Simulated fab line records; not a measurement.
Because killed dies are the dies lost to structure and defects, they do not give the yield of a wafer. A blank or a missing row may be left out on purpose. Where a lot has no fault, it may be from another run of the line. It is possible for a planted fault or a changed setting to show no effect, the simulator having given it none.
fab line records	flow sky130
record lots=13	wafers=39	lastDay=50
route steps=708 shown SD_P@328 SD_N@346 RES_XHIGH@360 LI_CONTACT@363 PAD_OPEN@708
lots that met no fault: taken from a fault-free run of the same line
startH: hours from the record's first day to the start of the lot's first wafer shown	waitH: hours elapsed since this lot's preceding step	" same as the row above	L1.1+2: a single row standing in for several wafers	- no value present, or no start provided	* or withheld: withheld	< > ~ a bound
route shown NAME@n: NAME is a module with steps in the file, n the number in the route of the first one	usual: the fault-free wafers' mean and standard deviation	same: alike in all rows	chamber/n: place in a boat	sites: readings site by site	_std_site: standard deviation across them	_edge_site: outer sites' mean less inner sites'	radiusMm: for every site, how far away it sits from the centre of the wafer	mask NAME#n: copy n	behind: the last tool/chamber to shape the wafer	hold: cause of the lot's hold/its duration in hours/its outcome	device: names the non-switching transistor (n, p or np)	end of line: the route-end tests of the same wafers	step lacking rows: just its recipe	killed: not the wafer's yield, but the dies lost to structure and defects at the first sort	map: dies across one wafer; x = killed, . = not, _ = none there
set.NAME: the setting as run; set.NAME@STEP: as run at that earlier step	model.NAME: the simulator's own value behind a step, which no gauge read
the route's steps for a sample of lots (tables are steps, rows are wafers)
services: when a tool's chamber went out of use (startH, in hours from the record's first day, below 0 if earlier), for how many hours, and the reason
## steps
# step SKY_SD_P_OVL_MEAS_08
# usual SD_P_OVL=-0.3/1.5
lot.wafer	tool	chamber	startH	waitH	SD_P_OVL[nm]
L844.1	overlay-01	-	593.17	0.1	0.6
L844.2	"	-	"	"	0.6
L844.6	"	-	"	"	0.7
L845.1	overlay-01	-	605.32	0.1	0.0
L845.2	"	-	"	"	-2.3
L845.6	"	-	"	"	-1.8
L846.4	overlay-01	-	630.93	0.1	4.4
L846.5	"	-	"	"	2.0
L846.6	"	-	"	"	1.3
L848.1	overlay-02	-	640.91	0.1	-0.9
L848.4	"	-	"	"	-1.3
L848.6	"	-	"	"	-2.1
L849.1	overlay-02	-	642.87	0.1	0.3
L849.4	"	-	"	"	0.9
L849.6	"	-	"	"	-0.3
L850.1	overlay-01	-	650.80	0.1	0.7
L850.2	"	-	"	"	0.7
L850.5	"	-	"	"	0.8
L851.2	overlay-01	-	664.41	0.1	1.2
L851.4	"	-	"	"	0.0
L851.6	"	-	"	"	-0.6
L852.1	overlay-01	-	675.61	0.1	-0.3
L852.2	"	-	"	"	-1.8
L852.5	"	-	"	"	0.6
L857.1	overlay-02	-	714.80	0.1	-1.1
L857.4	"	-	"	"	-0.4
L857.6	"	-	"	"	-1.4
L861.2	overlay-01	-	745.42	0.1	-0.2
L861.3	"	-	"	"	-1.2
L861.5	"	-	"	"	-0.9
L865.2	overlay-02	-	768.72	0.1	-1.4
L865.3	"	-	"	"	0.8
L865.4	"	-	"	"	-0.7
L866.1	overlay-01	-	776.51	0.1	-2.5
L866.2	"	-	"	"	-2.8
L866.3	"	-	"	"	-3.0
L867.3	overlay-02	-	791.87	0.1	-2.0
L867.4	"	-	"	"	-1.2
L867.5	"	-	"	"	-1.4
# step SKY_SD_N_EXPOSE_04
# recipe maskId=NSDM	na=0.6	sourceShape=conventional	sigmaOuter=0.6	polarization=unpolarized	targetCdNm=380	doseMj=141
# same na=0.6
lot.wafer	tool	chamber	startH	waitH	mask
L844.1+2+6	ilineStepper-01	0	637.38	-	NSDM#0
L845.1+2+6	ilineStepper-02	0	648.81	-	NSDM#0
L846.4+5+6	ilineStepper-02	0	674.06	-	NSDM#0
L848.1+4+6	ilineStepper-01	0	683.76	-	NSDM#0
L849.1+4+6	ilineStepper-01	0	685.23	-	NSDM#0
L850.1+2+5	ilineStepper-02	0	694.26	-	NSDM#0
L851.2+4+6	ilineStepper-01	0	706.74	-	NSDM#0
L852.1+2+5	ilineStepper-02	0	718.26	-	NSDM#0
L857.1+4+6	ilineStepper-01	0	756.17	-	URPM#0
L861.2+3+5	ilineStepper-01	0	785.35	-	NSDM#0
L865.2+3+4	ilineStepper-01	0	806.09	-	NSDM#0
L866.1+2+3	ilineStepper-02	0	813.17	-	NSDM#0
L867.3+4+5	ilineStepper-02	0	827.43	-	NSDM#0
# step SKY_SD_N_CD_MEAS_07
# recipe targetCdNm=380
# usual cdNm=380.1/2.9
lot.wafer	tool	chamber	startH	waitH	cdNm
L844.1	cdSem-01	-	651.28	0.1	382.4
L844.2	"	-	"	"	380.9
L844.6	"	-	"	"	383.8
L845.1	cdSem-01	-	662.49	0.1	381.6
L845.2	"	-	"	"	382.3
L845.6	"	-	"	"	382.0
L846.4	cdSem-02	-	688.14	0.1	381.6
L846.5	"	-	"	"	381.9
L846.6	"	-	"	"	378.3
L848.1	cdSem-02	-	697.83	0.1	383.2
L848.4	"	-	"	"	382.4
L848.6	"	-	"	"	383.6
L849.1	cdSem-01	-	699.14	0.1	377.5
L849.4	"	-	"	"	374.2
L849.6	"	-	"	"	373.6
L850.1	cdSem-02	-	708.09	0.1	373.8
L850.2	"	-	"	"	372.0
L850.5	"	-	"	"	376.8
L851.2	cdSem-02	-	720.31	0.1	386.8
L851.4	"	-	"	"	386.5
L851.6	"	-	"	"	387.6
L852.1	cdSem-02	-	732.23	0.1	380.9
L852.2	"	-	"	"	381.9
L852.5	"	-	"	"	382.0
L857.1	cdSem-02	-	768.39	0.1	-
L857.4	"	-	"	"	-
L857.6	"	-	"	"	-
L861.2	cdSem-02	-	796.76	0.1	376.3
L861.3	"	-	"	"	376.0
L861.5	"	-	"	"	378.8
L865.2	cdSem-02	-	817.71	0.1	383.1
L865.3	"	-	"	"	382.8
L865.4	"	-	"	"	382.6
L866.1	cdSem-01	-	825.23	0.1	383.1
L866.2	"	-	"	"	380.8
L866.3	"	-	"	"	379.1
L867.3	cdSem-01	-	841.23	0.1	379.9
L867.4	"	-	"	"	380.0
L867.5	"	-	"	"	379.8
# step SKY_SD_N_TW_MEAS_12
# usual SD_N_TW=3982/24
lot.wafer	tool	chamber	startH	waitH	SD_N_TW
L844.1	filmMetro-04	-	651.84	0.1	3998
L844.2	"	-	"	"	3985
L844.6	"	-	"	"	3984
L845.1	filmMetro-04	-	663.05	0.1	3996
L845.2	"	-	"	"	4002
L845.6	"	-	"	"	3998
L846.4	filmMetro-04	-	688.67	0.1	4020
L846.5	"	-	"	"	4000
L846.6	"	-	"	"	4000
L848.1	filmMetro-02	-	698.39	0.1	3972
L848.4	"	-	"	"	3996
L848.6	"	-	"	"	3994
L849.1	filmMetro-02	-	699.70	0.1	3988
L849.4	"	-	"	"	3966
L849.6	"	-	"	"	3990
L850.1	filmMetro-04	-	708.65	0.1	3977
L850.2	"	-	"	"	3987
L850.5	"	-	"	"	3979
L851.2	filmMetro-04	-	720.86	0.1	3993
L851.4	"	-	"	"	3994
L851.6	"	-	"	"	3999
L852.1	filmMetro-01	-	732.79	0.1	3988
L852.2	"	-	"	"	4025
L852.5	"	-	"	"	3991
L857.1	filmMetro-04	-	768.95	0.1	30
L857.4	"	-	"	"	30
L857.6	"	-	"	"	30
L861.2	filmMetro-02	-	797.31	0.1	3938
L861.3	"	-	"	"	3942
L861.5	"	-	"	"	3971
L865.2	filmMetro-01	-	818.26	0.1	3958
L865.3	"	-	"	"	3926
L865.4	"	-	"	"	3945
L866.1	filmMetro-04	-	825.93	0.2	4001
L866.2	"	-	"	"	4001
L866.3	"	-	"	"	4008
L867.3	filmMetro-02	-	841.77	0.1	3973
L867.4	"	-	"	"	3951
L867.5	"	-	"	"	3960
# step SKY_SD_N_RS_MEAS_18
# recipe thkMeasGauge=four-point-probe
# usual RES_XHIGH_RS=333.3/1.2
lot.wafer	tool	chamber	startH	waitH	RES_XHIGH_RS[ohm/sq]
L844.1	filmMetro-01	-	652.36	0.1	332.4
L844.2	"	-	"	"	331.9
L844.6	"	-	"	"	332.8
L845.1	filmMetro-01	-	663.58	0.1	335.4
L845.2	"	-	"	"	334.5
L845.6	"	-	"	"	334.9
L846.4	filmMetro-01	-	689.22	0.1	333.9
L846.5	"	-	"	"	333.1
L846.6	"	-	"	"	334.3
L848.1	filmMetro-02	-	698.92	0.1	331.7
L848.4	"	-	"	"	331.9
L848.6	"	-	"	"	333.2
L849.1	filmMetro-02	-	700.23	0.1	333.5
L849.4	"	-	"	"	333.5
L849.6	"	-	"	"	334.2
L850.1	filmMetro-02	-	709.17	0.1	331.4
L850.2	"	-	"	"	333.3
L850.5	"	-	"	"	331.8
L851.2	filmMetro-01	-	721.44	0.1	334.7
L851.4	"	-	"	"	334.4
L851.6	"	-	"	"	334.6
L852.1	filmMetro-02	-	733.31	0.1	333.5
L852.2	"	-	"	"	334.4
L852.5	"	-	"	"	334.3
L857.1	filmMetro-04	-	769.47	0.1	333.3
L857.4	"	-	"	"	332.6
L857.6	"	-	"	"	333.9
L861.2	filmMetro-02	-	797.84	0.1	332.8
L861.3	"	-	"	"	333.8
L861.5	"	-	"	"	335.4
L865.2	filmMetro-02	-	818.79	0.1	334.3
L865.3	"	-	"	"	332.7
L865.4	"	-	"	"	333.7
L866.1	filmMetro-02	-	826.51	0.1	335.1
L866.2	"	-	"	"	334.7
L866.3	"	-	"	"	334.8
L867.3	filmMetro-04	-	842.31	0.1	332.8
L867.4	"	-	"	"	332.4
L867.5	"	-	"	"	333.6
# step SKY_LI_CONTACT_THK_MEAS_01
# recipe reads=PSG_of_LI_CONTACT_HDPCVD_00
# usual LI_CONTACT_HDPCVD_THK=928/11
lot.wafer	tool	chamber	startH	waitH	LI_CONTACT_HDPCVD_THK[nm]
L844.1	filmMetro-04	-	652.60	0.1	926
L844.2	"	-	"	"	919
L844.6	"	-	"	"	931
L845.1	filmMetro-01	-	663.82	0.1	923
L845.2	"	-	"	"	907
L845.6	"	-	"	"	904
L846.4	filmMetro-02	-	689.43	0.0	932
L846.5	"	-	"	"	907
L846.6	"	-	"	"	921
L848.1	filmMetro-04	-	699.16	0.1	915
L848.4	"	-	"	"	922
L848.6	"	-	"	"	919
L849.1	filmMetro-04	-	700.47	0.1	914
L849.4	"	-	"	"	927
L849.6	"	-	"	"	913
L850.1	filmMetro-04	-	709.41	0.1	936
L850.2	"	-	"	"	938
L850.5	"	-	"	"	940
L851.2	filmMetro-02	-	721.67	0.1	931
L851.4	"	-	"	"	914
L851.6	"	-	"	"	926
L852.1	filmMetro-04	-	733.61	0.1	916
L852.2	"	-	"	"	936
L852.5	"	-	"	"	924
L857.1	filmMetro-02	-	769.71	0.1	939
L857.4	"	-	"	"	927
L857.6	"	-	"	"	945
L861.2	filmMetro-01	-	798.07	0.1	949
L861.3	"	-	"	"	927
L861.5	"	-	"	"	926
L865.2	filmMetro-01	-	819.02	0.1	933
L865.3	"	-	"	"	951
L865.4	"	-	"	"	920
L866.1	filmMetro-04	-	826.75	0.1	919
L866.2	"	-	"	"	930
L866.3	"	-	"	"	928
L867.3	filmMetro-04	-	842.53	0.1	947
L867.4	"	-	"	"	924
L867.5	"	-	"	"	938
# step SKY_PAD_OPEN_PROBE_99
# usual killed_at_M0_to_M3=43/7.8	killed_at_M4_up=3.2/1.9	killedAtContacts=24/5	killedAtFrontEnd=14/4.5	killedAtOther=0.2/0.41	killedDies=84/9.6	killedOnRim=17/3.8	killedOpen=47/6.9	killedShort=38/6
# same grossDies=492	killedAtBackSide=0
lot.wafer	tool	chamber	startH	waitH	killed_at_M0_to_M3	killed_at_M4_up	killedAtContacts	killedAtFrontEnd	killedAtOther	killedDies	killedOnRim	killedOpen	killedShort
L857.1	prober-01	-	1158.91	0.1	46	3	26	417	0	492	96	49	55
L857.4	prober-01	-	1159.06	0.2	47	0	25	420	0	492	96	49	33
L857.6	prober-01	-	1159.16	0.2	37	2	30	423	0	492	96	51	33
# killed by level:class
L857.1 SD_N:areaExpose=388 CONTACT:geometricParticle:open=12 METAL1:geometricParticle:short=11 FIELD_ISO:geometricParticle:short=9 FIELD_ISO:geometricParticle:open=7 LI_CONTACT:geometricParticle:open=7 METAL2:geometricParticle:open=5 POLY_GATE:geometricParticle:short=5
L857.4 SD_N:areaExpose=410 LI_CONTACT:geometricParticle:open=11 VIA3:geometricParticle:open=10 VIA1:geometricParticle:open=10 CONTACT:geometricParticle:open=7 METAL2:geometricParticle:short=5 METAL1:geometricParticle:short=4 VIA1:geometricParticle:short=4
L857.6 SD_N:areaExpose=408 LI_CONTACT:geometricParticle:open=10 CONTACT:geometricParticle:open=10 VIA1:geometricParticle:open=9 CONTACT:geometricParticle:short=7 VIA2:geometricParticle:open=6 POLY_GATE:geometricParticle:open=5 VIA2:geometricParticle:short=5
## services
tool	chamber	startH	hours	kind
ilineStepper-02	-	633.32	4.9	repair
ilineStepper-01	-	686.75	2.1	pm
ilineStepper-01	-	688.83	-	consumableReplace:lamp
ilineStepper-01	-	718.90	1.7	pm
ilineStepper-02	-	726.36	1.7	pm
## key
firstSign step=SKY_SD_N_EXPOSE_04	reading=mask	direction=changed
effect step=SKY_SD_N_CD_MEAS_07	reading=cdNm	direction=missing
effect step=SKY_SD_N_TW_MEAS_12	reading=SD_N_TW	direction=down	sigmas=99+	usual=3982	struck=30
effect step=SKY_PAD_OPEN_PROBE_99	reading=killedAtFrontEnd	direction=up	sigmas=90	usual=14	struck=420
moreKillsBornAt SKY_SD_N_EXPOSE_04@ilineStepper-01=1206
metAt SKY_SD_N_EXPOSE_04
struckLots L857
testerLeftOut L857
notActingAt SKY_SD_P_OVL_MEAS_08,SKY_SD_N_RS_MEAS_18,SKY_LI_CONTACT_THK_MEAS_01
onsetBetween 706.74 756.17
fault kind=wrongMask	tool=any	chamber=-	onsetH=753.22	steps=SKY_SD_N_EXPOSE_04	auxCopy=URPM#0	scope=struckLotsOnly
# testerLeftOut: of these lots the tester's yield and bins aren't shown, on N5 and GAA mostly nor the transistor test; their killed dies are dies lost to structure and defects alone, not to doping, threshold or leakage, so they don't give the yield
